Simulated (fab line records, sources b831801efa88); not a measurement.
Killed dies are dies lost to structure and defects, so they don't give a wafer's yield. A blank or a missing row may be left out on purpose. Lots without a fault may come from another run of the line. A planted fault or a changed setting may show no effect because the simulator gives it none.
Which tool did it? | flow sky130 | 24 lots, 72 wafers sampled, at 4 steps of a route of 708

WHAT THE GAUGES READ, wafer by wafer
SKY_VIA2_CD_MEAS_12: target cd 200 nm. Usual: cd_nm 200.4 nm, standard deviation 1.4.
lot  | measured     | on        | cd_nm (nm)        | flag
L074 | day 35 21:46 | cd_sem-01 | 201.6 200.5 201.2 |
L075 | day 36 08:08 | cd_sem-02 | 200.6 199.6 200.1 |
L078 | day 38 02:33 | cd_sem-02 | 201.5 201.8 200.0 |
L076 | day 38 03:15 | cd_sem-01 | 199.3 198.8 200.7 |
L077 | day 38 04:09 | cd_sem-02 | 199.1 200.6 199.5 |
L080 | day 38 11:47 | cd_sem-02 | 198.8 199.1 200.1 |
L079 | day 38 13:26 | cd_sem-01 | 203.1 202.6 201.8 |
L082 | day 38 19:40 | cd_sem-01 | 199.7 200.5 198.8 |
L081 | day 38 22:41 | cd_sem-02 | 199.9 199.3 198.4 |
L084 | day 39 04:04 | cd_sem-01 | 201.5 202.2 202.4 |
L083 | day 39 08:27 | cd_sem-02 | 202.1 199.9 200.7 |
L085 | day 39 13:14 | cd_sem-01 | 198.8 200.1 198.8 |
L086 | day 39 15:43 | cd_sem-01 | 199.5 199.7 200.0 |
L087 | day 40 03:44 | cd_sem-01 | 202.2 201.3 202.3 |
L088 | day 40 03:57 | cd_sem-02 | 200.7 200.5 201.8 |
L089 | day 40 14:13 | cd_sem-02 | 199.6 200.0 199.5 |
L090 | day 40 23:46 | cd_sem-01 | 201.4 200.2 199.4 |
L091 | day 41 03:55 | cd_sem-01 | 199.0 199.3 198.1 |
L092 | day 41 15:37 | cd_sem-01 | 199.9 200.4 200.2 |
L093 | day 41 23:00 | cd_sem-01 | 198.7 198.6 199.0 |
L094 | day 42 02:15 | cd_sem-01 | 201.7 200.3 200.9 |
L095 | day 42 06:16 | cd_sem-02 | 201.7 201.8 202.2 |
L096 | day 42 18:41 | cd_sem-02 | 199.6 199.7 199.7 |
L097 | day 42 20:27 | cd_sem-02 | 199.4 196.7 198.5 |

SKY_METAL3_OVL_MEAS_14. Usual: METAL3_OVL -2 nm, standard deviation 5.7.
lot  | measured     | on         | METAL3_OVL (nm) | flag
L074 | day 38 04:19 | overlay-01 | -3 8 5          |
L075 | day 38 16:01 | overlay-02 | 1 -1 -1         |
L078 | day 40 05:49 | overlay-02 | -7 -5 4         |
L076 | day 40 06:46 | overlay-02 | -7 -7 -11       |
L077 | day 40 07:34 | overlay-02 | -1 -7 -2        |
L080 | day 40 15:21 | overlay-02 | -4 -6 -10       |
L079 | day 40 17:13 | overlay-02 | -5 -8 -9        |
L082 | day 40 23:01 | overlay-02 | -4 -4 2         |
L081 | day 41 01:45 | overlay-02 | 5 -1 3          |
L084 | day 41 07:01 | overlay-01 | -4 -1 -4        |
L083 | day 41 11:25 | overlay-02 | -5 -10 -5       |
L085 | day 41 17:29 | overlay-02 | 9 0 2           |
L086 | day 41 19:19 | overlay-01 | -12 -7 -8       |
L087 | day 42 06:03 | overlay-01 | -7 -6 -5        |
L088 | day 42 07:20 | overlay-02 | -1 0 -1         |
L089 | day 42 17:04 | overlay-01 | 6 2 9           |
L090 | day 43 01:49 | overlay-02 | 4 2 3           |
L091 | day 43 04:40 | overlay-02 | 0 9 -4          |
L092 | day 43 16:33 | overlay-02 | -2 3 -1         |
L093 | day 44 00:22 | overlay-02 | -1 -5 -5        |
L094 | day 44 02:23 | overlay-02 | -19 -11 -15     |
L095 | day 44 05:35 | overlay-02 | -2 -7 -4        |
L096 | day 44 19:08 | overlay-02 | -5 2 -1         |
L097 | day 44 20:55 | overlay-01 | 7 5 -1          |

WHICH TOOL RAN EACH LOT (tool, then ch and the chambers of the sampled wafers, then the start)
lot  | SKY_VIA2_CVD_21               | SKY_VIA2_CMP_24
L074 | cvd_w-02 ch 0,1, day 35 22:41 | cmp-02 ch 0,1,3, day 35 23:06
L075 | cvd_w-01 ch 0,1, day 36 09:04 | cmp-02 ch 1,2, day 36 09:22
L078 | cvd_w-01 ch 0,1, day 38 03:28 | cmp-01 ch 0,2,3, day 38 03:52
L076 | cvd_w-02 ch 0,1, day 38 04:10 | cmp-02 ch 1,2,3, day 38 04:28
L077 | cvd_w-01 ch 0,1, day 38 05:04 | cmp-01 ch 0,1,2, day 38 05:28
L080 | cvd_w-01 ch 0,1, day 38 12:44 | cmp-01 ch 2,3, day 38 13:06
L079 | cvd_w-01 ch 0,1, day 38 14:25 | cmp-01 ch 0,2, day 38 14:44
L082 | cvd_w-01 ch 0,1, day 38 20:34 | cmp-01 ch 0,1,3, day 38 21:02
L081 | cvd_w-01 ch 0,1, day 38 23:36 | cmp-01 ch 0,1, day 38 23:52
L084 | cvd_w-01 ch 0,1, day 39 04:59 | cmp-01 ch 2,3, day 39 05:21
L083 | cvd_w-02 ch 0,1, day 39 09:24 | cmp-02 ch 0,1,2, day 39 09:43
L085 | cvd_w-01 ch 0,1, day 39 14:11 | cmp-02 ch 0,3, day 39 14:28
L086 | cvd_w-02 ch 0,1, day 39 16:39 | cmp-02 ch 0,1,2, day 39 17:01
L087 | cvd_w-02 ch 0,1, day 40 04:41 | cmp-02 ch 0,1,3, day 40 04:59
L088 | cvd_w-01 ch 0,1, day 40 04:54 | cmp-01 ch 0,1,3, day 40 05:13
L089 | cvd_w-01 ch 0,1, day 40 15:33 | cmp-02 ch 0,3, day 40 15:52
L090 | cvd_w-02 ch 0,1, day 41 01:11 | cmp-02 ch 0,2, day 41 01:29
L091 | cvd_w-02 ch 0,1, day 41 04:58 | cmp-01 ch 1,3, day 41 05:17
L092 | cvd_w-02 ch 1, day 41 16:31   | cmp-01 ch 0,2,3, day 41 16:49
L093 | cvd_w-01 ch 0,1, day 41 23:58 | cmp-01 ch 0,2,3, day 42 00:23
L094 | cvd_w-01 ch 0,1, day 42 03:30 | cmp-02 ch 0,2,3, day 42 03:49
L095 | cvd_w-02 ch 0,1, day 42 07:11 | cmp-02 ch 0,2, day 42 07:30
L096 | cvd_w-02 ch 0,1, day 42 19:36 | cmp-02 ch 2,3, day 42 19:55
L097 | cvd_w-02 ch 0,1, day 42 21:22 | cmp-02 ch 1,2,3, day 42 21:43
- SKY_VIA2_CVD_21: deposits W, target thk 420 nm, time 126.4 s.
- SKY_VIA2_CMP_24: polishes, stops on SiO2, t overpolish 20 s, target thk 0 nm.

WHAT THE TOOLS THEMSELVES READ (means of the sampled wafers that have a number; where no wafer has one, the mark that the record gives instead)
SKY_VIA2_CVD_21. Usual: heater_power_w 908 W, standard deviation 62.
lot  | tool     | heater_power_w (W) | flag
L074 | cvd_w-02 | 955                |
L075 | cvd_w-01 | 911                |
L078 | cvd_w-01 | 904                |
L076 | cvd_w-02 | 907                |
L077 | cvd_w-01 | 904                |
L080 | cvd_w-01 | 906                |
L079 | cvd_w-01 | 901                |
L082 | cvd_w-01 | 889                |
L081 | cvd_w-01 | 891                |
L084 | cvd_w-01 | 892                |
L083 | cvd_w-02 | 944                |
L085 | cvd_w-01 | 912                |
L086 | cvd_w-02 | 878                |
L087 | cvd_w-02 | 887                |
L088 | cvd_w-01 | 907                |
L089 | cvd_w-01 | 898                |
L090 | cvd_w-02 | 929                |
L091 | cvd_w-02 | 866                |
L092 | cvd_w-02 | 989                |
L093 | cvd_w-01 | 897                |
L094 | cvd_w-01 | 893                |
L095 | cvd_w-02 | 948                |
L096 | cvd_w-02 | 928                |
L097 | cvd_w-02 | 935                |

SKY_VIA2_CMP_24. Usual: motor_current_A 10.7 A, standard deviation 1.4; overpolish_run_s 20.001 s, standard deviation 0.0092; time_to_endpoint_s 101 s, standard deviation 5.3.
lot  | tool   | motor_current_A (A) | overpolish_run_s (s) | time_to_endpoint_s (s) | flag
L074 | cmp-02 | 10.3                | 19.991               | 103                    |
L075 | cmp-02 | 12.2                | 20.006               | 106                    |
L078 | cmp-01 | 10.6                | 19.995               | 104                    |
L076 | cmp-02 | 11.6                | 19.991               | 103                    |
L077 | cmp-01 | 10.5                | 19.999               | 103                    |
L080 | cmp-01 | 10.7                | 20.000               | 104                    |
L079 | cmp-01 | 10.2                | 20.012               | 100                    |
L082 | cmp-01 | 9.7                 | 20.003               | 96                     |
L081 | cmp-01 | 9.5                 | 19.996               | 95                     |
L084 | cmp-01 | 10.9                | 20.007               | 103                    |
L083 | cmp-02 | 11.5                | 20.007               | 104                    |
L085 | cmp-02 | 9.5                 | 20.002               | 99                     |
L086 | cmp-02 | 11.5                | 20.002               | 106                    |
L087 | cmp-02 | 10.2                | 20.003               | 108                    |
L088 | cmp-01 | 9.9                 | 20.003               | 99                     |
L089 | cmp-02 | 9.7                 | 20.006               | 100                    |
L090 | cmp-02 | 11.7                | 20.006               | 99                     |
L091 | cmp-01 | 9.8                 | 19.999               | 92                     |
L092 | cmp-01 | 10.9                | 19.999               | 104                    |
L093 | cmp-01 | 10.4                | 20.006               | 104                    |
L094 | cmp-02 | 10.5                | 20.001               | 103                    |
L095 | cmp-02 | 11.8                | 20.003               | 99                     |
L096 | cmp-02 | 10.8                | 20.000               | 102                    |
L097 | cmp-02 | 11.3                | 20.001               | 100                    |

THE ANSWER, worked out from the rows above alone
Rule: a lot is off if the mean of its wafers that have a number lies more than 3 standard deviations from the usual mean. A lot without any number at a reading at which 4 lots or more have one is off too. The other lots that the step has rows for count as sound. The gauges are gone through in route order, then the tools' own readings, and for those a lot's mean is taken as printed above. The first step at which some lot is off is used, and at that step the reading that is off furthest; a lot without a number counts as furthest.
No lot is off at any reading shown: from this, nothing can be told.

WHAT THE SIMULATOR HAD PUT IN
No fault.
